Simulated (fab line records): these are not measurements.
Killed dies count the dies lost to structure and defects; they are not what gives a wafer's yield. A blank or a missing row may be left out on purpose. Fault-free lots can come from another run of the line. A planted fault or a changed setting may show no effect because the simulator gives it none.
Which of the tools did it? | flow sky130 | at 1 step of a route of 708, 6 lots with 18 wafers sampled

WHAT THE GAUGES SHOWED, per wafer
SKY_SD_N_CD_MEAS_07: target cd 380 nm.
lot  | measured     | on        | cd nm (nm)
L453 | day 28 11:00 | cd sem-02 | 378.7 381.1 382.3
L454 | day 29 15:13 | cd sem-01 | 376.9 375.2 373.3
L459 | day 31 21:26 | cd sem-02 | 381.6 379.3 379.8
L465 | day 33 00:02 | cd sem-01 | 377.4 377.0 374.3
L469 | day 34 01:23 | cd sem-02 | 375.9 375.2 375.8
L474 | day 35 05:56 | cd sem-01 | 382.2 379.6 380.3

WHAT TOOL EACH LOT RAN ON (gives the tool, then ch and the chambers of the sampled wafers, and finally the start)
The record holds no process step before these readings.

THE ANSWER, worked out from the rows above alone
Rule: what is usual is taken from the lots themselves. The widest of any qualifying gaps counts: lots, ordered by their means at a reading, are off when they make up no more than a third of the lots, leave a main group of 4 or more, and stand apart from it by 3 or more times the standard deviation of that group's means. Not used: any main group whose means are identical at the precision the tables above print for the reading. A lot without any number at a reading at which 4 lots or more have one is off too. The other lots that the step has rows for count as sound.
No lot is off on any of the readings shown, so nothing can be concluded from this.

WHAT THE SIMULATOR HAD PUT IN
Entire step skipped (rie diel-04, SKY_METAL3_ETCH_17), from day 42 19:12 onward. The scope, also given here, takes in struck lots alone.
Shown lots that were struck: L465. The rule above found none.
